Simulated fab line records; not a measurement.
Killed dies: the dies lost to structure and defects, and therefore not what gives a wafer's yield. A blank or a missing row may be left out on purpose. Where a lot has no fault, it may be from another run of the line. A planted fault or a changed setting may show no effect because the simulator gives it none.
Which tool was responsible? | flow sfq_line | 42 wafers sampled from 14 lots at 1 step of a route of 325

== WHAT EACH GAUGE READ, for each wafer ==
The record holds no reading of a measuring or inspecting step that can be judged against a usual standard deviation.

== WHAT TOOL EACH LOT RAN ON (gives the tool, then ch and the chambers of the sampled wafers, and finally the start) ==
lot  | SFQ_TRILAYER_I1_DEP_PECVD_045
L504 | pecvd-04 ch 0,1, day 10 16:07
L505 | pecvd-03 ch 1,2, day 11 01:53
L506 | pecvd-04 ch 0,1,2, day 11 10:07
L507 | pecvd-03 ch 0,1, day 11 17:19
L508 | pecvd-03 ch 0,2, day 11 22:07
L509 | pecvd-04 ch 0,1,2, day 12 02:55
L511 | pecvd-04 ch 0,1, day 12 18:32
L512 | pecvd-01 ch 0,2, day 12 23:19
L518 | pecvd-04 ch 0,1, day 15 05:37
L519 | pecvd-04 ch 0,1, day 15 23:11
L520 | pecvd-01 ch 0,1,2, day 16 11:11
L525 | pecvd-03 ch 1,2, day 17 23:44
L526 | pecvd-04 ch 0,2, day 18 12:56
L527 | pecvd-04 ch 0,2, day 18 16:32
- SFQ_TRILAYER_I1_DEP_PECVD_045: deposits SiO2 from SiH4/N2O, time 111.11 s, target thk 500 nm.

== AS READ BY THE TOOLS THEMSELVES (means over the sampled wafers that have a number; for cases with no such wafer, the mark the record gives instead) ==
SFQ_TRILAYER_I1_DEP_PECVD_045.
lot  | tool     | heater_power_w (W) | rf_fwd_power_W (W) | showerhead_vpp_V (V) | throttle_valve_pct (%)
L504 | pecvd-04 | 82                 | 181.3              | 837                  | 24.2
L505 | pecvd-03 | 98                 | 182.0              | 803                  | 25.8
L506 | pecvd-04 | 75                 | 181.4              | 827                  | 24.0
L507 | pecvd-03 | 105                | 182.1              | 828                  | 25.3
L508 | pecvd-03 | 100                | 182.1              | 836                  | 25.2
L509 | pecvd-04 | 76                 | 182.0              | 834                  | 24.3
L511 | pecvd-04 | 85                 | 182.3              | 834                  | 23.9
L512 | pecvd-01 | 67                 | 181.8              | 880                  | 25.0
L518 | pecvd-04 | 97                 | 152.1              | 763                  | 24.6
L519 | pecvd-04 | 100                | 152.7              | 760                  | 24.4
L520 | pecvd-01 | 68                 | 182.2              | 832                  | 24.8
L525 | pecvd-03 | 93                 | 182.3              | 827                  | 26.0
L526 | pecvd-04 | 71                 | 182.3              | 828                  | 24.0
L527 | pecvd-04 | 70                 | 182.5              | 826                  | 24.3

== THE ANSWER, worked out from the rows above alone ==
Rule: what is usual is taken from the lots themselves. The widest of any qualifying gaps counts: lots, ordered by their means at a reading, are off when they make up no more than a third of the lots, leave a main group of 4 or more, and stand apart from it by 3 or more times the standard deviation of that group's means. The tables above print the reading to a certain number of digits; a main group whose means all agree to those digits is not used. Also off: a lot with no number at a reading for which 4 or more lots have one. All remaining lots with rows at the step are treated as sound. After the gauges, taken in route order, come the tools' own readings; for these a lot's mean is taken, as printed above. The first step at which some lot is off is used, and at that step the reading that is off furthest; a lot without a number counts as furthest.
Off: L518, L519 (SFQ_TRILAYER_I1_DEP_PECVD_045, rf_fwd_power_W). For the main group the mean is 182.0 W and the standard deviation 0.35.
If a tool, at that step or one of the process steps before it, ran each lot that is off and ran no sound lot following the first of them, it fits. Of those tried, none fits.

== WHAT WAS PUT IN BY THE SIMULATOR ==
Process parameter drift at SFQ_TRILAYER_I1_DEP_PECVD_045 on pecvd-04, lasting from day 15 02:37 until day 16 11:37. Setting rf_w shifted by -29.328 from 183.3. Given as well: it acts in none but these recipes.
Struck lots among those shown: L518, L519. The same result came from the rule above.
